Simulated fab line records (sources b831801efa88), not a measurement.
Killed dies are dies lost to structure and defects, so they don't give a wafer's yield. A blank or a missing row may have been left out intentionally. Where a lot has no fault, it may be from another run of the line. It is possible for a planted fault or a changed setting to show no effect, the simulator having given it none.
Which tool was responsible? | flow sfqLine | 14 lots, 42 wafers sampled, at 2 steps of a route of 325

WHAT THE GAUGES SHOWED, per wafer
No reading from a measuring or inspecting step in the record can be judged against a usual standard deviation.

WHICH TOOL RAN EACH LOT (tool, then ch and the chambers of the sampled wafers, then the start)
lot  | SFQ_TRILAYER_I3_DEP_PECVD_081   | SFQ_TRILAYER_I3_CMP_CMP_082
L620 | pecvd-01 ch 0,2, day 46 15:59   | cmp-01 ch 1,2,3, day 46 16:58
L621 | pecvd-02 ch 0,2, day 46 23:00   | cmp-01 ch 0,1,2, day 47 00:05
L623 | pecvd-03 ch 0,1,2, day 48 16:57 | cmp-01 ch 0,1, day 48 19:14
L625 | pecvd-02 ch 0,1,2, day 49 10:41 | cmp-02 ch 1,2, day 49 14:37
L626 | pecvd-01 ch 0,1,2, day 50 07:13 | cmp-02 ch 0,1,2, day 50 09:07
L629 | pecvd-03 ch 0,2, day 51 06:08   | cmp-01 ch 0,1,2, day 51 09:38
L630 | pecvd-03 ch 0,1,2, day 51 18:08 | cmp-02 ch 0,2,3, day 51 19:01
L631 | pecvd-03 ch 0,1,2, day 51 22:56 | cmp-02 ch 0,1,2, day 52 01:01
L632 | pecvd-02 ch 1,2, day 52 08:32   | cmp-02 ch 0,1, day 52 13:01
L638 | pecvd-01 ch 0,1,2, day 54 12:11 | cmp-02 ch 0,1,3, day 54 15:54
L639 | pecvd-02 ch 0,1, day 54 13:38   | cmp-02 ch 0,1, day 54 17:24
L640 | pecvd-02 ch 0,1,2, day 55 01:39 | cmp-01 ch 1,2,3, day 55 01:44
L641 | pecvd-03 ch 0,2, day 55 13:50   | cmp-02 ch 0,1,3, day 55 16:40
L642 | pecvd-01 ch 0,1, day 55 19:26   | cmp-02 ch 1,2, day 55 20:03
- SFQ_TRILAYER_I3_DEP_PECVD_081: deposits SiO2 from SiH4/N2O, time 111.11 s, target thk 500 nm.
- SFQ_TRILAYER_I3_CMP_CMP_082: polishes SiO2.

WHAT THE TOOLS THEMSELVES READ (means of the sampled wafers that have a number; where no wafer has one, the mark that the record gives instead)
SFQ_TRILAYER_I3_DEP_PECVD_081. Usual: heaterPowerW 75 W, standard deviation 11; runLengthS 139.0 s, standard deviation 0.47; throttleValvePct 24.8 %, standard deviation 1.4.
lot  | tool     | heaterPowerW (W) | runLengthS (s) | throttleValvePct (%) | flag
L620 | pecvd-01 | 67               | 138.8          | 26.2                 | 
L621 | pecvd-02 | 81               | 139.1          | 24.8                 | 
L623 | pecvd-03 | 69               | 139.2          | 23.1                 | 
L625 | pecvd-02 | 87               | 138.9          | 25.3                 | 
L626 | pecvd-01 | 68               | 139.2          | 25.8                 | 
L629 | pecvd-03 | 74               | 139.5          | 23.1                 | 
L630 | pecvd-03 | 62               | 149.1          | 23.5                 | OFF
L631 | pecvd-03 | 66               | 148.8          | 23.6                 | OFF
L632 | pecvd-02 | 83               | 139.0          | 24.9                 | 
L638 | pecvd-01 | 69               | 139.1          | 26.2                 | 
L639 | pecvd-02 | 83               | 138.3          | 26.0                 | 
L640 | pecvd-02 | 87               | 138.9          | 25.4                 | 
L641 | pecvd-03 | 64               | 139.0          | 24.4                 | 
L642 | pecvd-01 | 76               | 139.6          | 25.4                 | 

SFQ_TRILAYER_I3_CMP_CMP_082. Usual: motorCurrentA 10.4 A, standard deviation 1.1; timeToEndpointS 217 s, standard deviation 6.5.
lot  | tool   | motorCurrentA (A) | timeToEndpointS (s) | flag
L620 | cmp-01 | 10.4              | 209                 | 
L621 | cmp-01 | 10.8              | 215                 | 
L623 | cmp-01 | 10.0              | 216                 | 
L625 | cmp-02 | 10.2              | 220                 | 
L626 | cmp-02 | 9.9               | 219                 | 
L629 | cmp-01 | 10.8              | 211                 | 
L630 | cmp-02 | 10.1              | 252                 | OFF
L631 | cmp-02 | 9.7               | 250                 | OFF
L632 | cmp-02 | 10.1              | 217                 | 
L638 | cmp-02 | 10.2              | 222                 | 
L639 | cmp-02 | 10.0              | 221                 | 
L640 | cmp-01 | 10.4              | 213                 | 
L641 | cmp-02 | 10.5              | 222                 | 
L642 | cmp-02 | 10.3              | 228                 | 

THE ANSWER, worked out from the rows above alone
Rule: lot off if the mean of its wafers having a number is beyond 3 standard deviations from the usual mean. A lot without any number at a reading at which 4 lots or more have one is off too. All remaining lots with rows at the step are treated as sound. Order of review: gauges by route order, followed by the tools' own readings, for which a lot's mean as printed above is used. The first step at which some lot is off is used, and at that step the reading that is off furthest; a lot without a number counts as furthest.
Off: L630, L631 (SFQ_TRILAYER_I3_DEP_PECVD_081, runLengthS).
If a tool, at that step or one of the process steps before it, ran each lot that is off and ran no sound lot following the first of them, it fits. Of those tried, none fits.

WHAT THE SIMULATOR HAD INSERTED
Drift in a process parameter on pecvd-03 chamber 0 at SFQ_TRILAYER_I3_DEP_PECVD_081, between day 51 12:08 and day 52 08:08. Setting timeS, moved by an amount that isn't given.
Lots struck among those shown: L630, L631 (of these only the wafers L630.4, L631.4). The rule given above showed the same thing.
